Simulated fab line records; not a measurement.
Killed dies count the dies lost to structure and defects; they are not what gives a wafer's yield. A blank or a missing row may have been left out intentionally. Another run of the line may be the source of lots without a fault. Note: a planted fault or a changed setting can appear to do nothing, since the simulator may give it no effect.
8D (eight disciplines) problem report, filled in by code ; flow gf180mcu ; the parts of the form that need people (team, actions taken, sign-off) are left out

== 1. THE ISSUE ==
V4_CVD_02_THK at GF_V4_THK_MEAS_03 reads a mean of 782 nm on 2 wafers of 1 lot; wafers without a fault read 851 nm with a standard deviation of 13. That is -5.3 standard deviations from the usual mean.
First observed at day 27 08:28: wafer L547.1, on filmMetro-04. Wafers with a number at this step in the record: 15, from 5 lots. The rule behind "out" and "out of limits": a value lying over 4 standard deviations away from the usual mean. All remaining wafers that have a number are taken as sound.

== 2. WHAT IT IS; WHAT IT IS NOT ==
question;is;is not
which readings at this step;V4_CVD_02_THK;-
which lots;L547;L538, L541, L556, L558
which wafers of those lots;L547.1, L547.3;L547.6
read on which gauges;filmMetro-04;filmMetro-01
when;from day 27 08:28;"up to then (7 sound wafers); but 6 sound wafers of L556, L558 came after"

== 3. WHAT RULES OUT EACH SUSPECT ==
Counting: if a tool at a process step up to the reading ran every lot that is out, it stays a suspect. Sound lots after the first of them don't rule it out here, since some wafers of a struck lot are sound.
- the gauge at GF_V4_THK_MEAS_03: kept. All the wafers that are out were read on filmMetro-04, and no step on other tools shows them out.
- rieMetal-04 at GF_M4_METAL_ETCH_16 (etches the open film in Cl2/BCl3, stops on SiO2, target depth 627.5 nm, time 104.6 s): kept. It ran the lot that is out, L547 (day 27 07:35).
- plasmaAsher-01 at GF_M4_STRIP_17 (strips in O2/N2): kept. It ran the lot that is out, L547 (day 27 07:41).
- pecvd-02 at GF_V4_CVD_02 (deposits SiO2 from TEOS, target thk 850 nm, time 94.851 s): kept. It processed L547, the lot that is out, at day 27 08:23, and its most recent sound lot before then was L541 at day 25 12:46.
- Within rieMetal-04 at GF_M4_METAL_ETCH_16, the wafers that are out were processed in chamber 1 and their sound lot-mates in chamber 0.
Left after counting: rieMetal-04 at GF_M4_METAL_ETCH_16, plasmaAsher-01 at GF_M4_STRIP_17, pecvd-02 at GF_V4_CVD_02, filmMetro-04 at GF_V4_THK_MEAS_03.

== 4. THE CAUSE (what the simulator had put in) ==
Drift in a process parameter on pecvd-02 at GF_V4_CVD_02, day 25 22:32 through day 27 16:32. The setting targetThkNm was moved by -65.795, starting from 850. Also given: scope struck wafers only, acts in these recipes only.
This tool is one of the 4 suspects left after counting.

== 5. THE CHAIN OF EFFECTS, in route order ==
Rows list readings where the struck wafers' mean (over those with a number) sits beyond 3 standard deviations from the usual. Readings are gone through only where the record gives a usual standard deviation; hours: the median, over the lots, of the time from a lot's start at the first step in this table giving one to that lot's start at this step; sigmas: the change measured in usual standard deviations.
hours;step;reading;usual;on struck wafers;change;sigmas
0;GF_V4_THK_MEAS_03;V4_CVD_02_THK;851 nm;782;-70;-5.3
0;GF_V4_CMP_04;timeToEndpointS;80 s;56;-24;-3.9
Process steps it contains:
- GF_V4_CMP_04: polishes SiO2.
Later measuring or inspecting steps at which every struck wafer that the step has a row for has a number for every such reading, and none has moved that far: GF_V4_BOW_MEAS_05.

== 6. HOW IT WOULD HAVE BEEN CAUGHT EARLIER ==
Counted from the fault's start at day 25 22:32, it took 34 hours until the first out-of-limits reading at a measuring or inspecting step in this record, taken at day 27 08:28.
Of the tool readings at GF_V4_CVD_02 for which the record gives a usual standard deviation, none was out on any struck wafer, so an alarm limit of 4 standard deviations on them would not have fired.
Lots out: 1; all had begun GF_V4_CVD_02 on pecvd-02 by day 27 08:28. A hold on the tool at that time would have spared none of them.
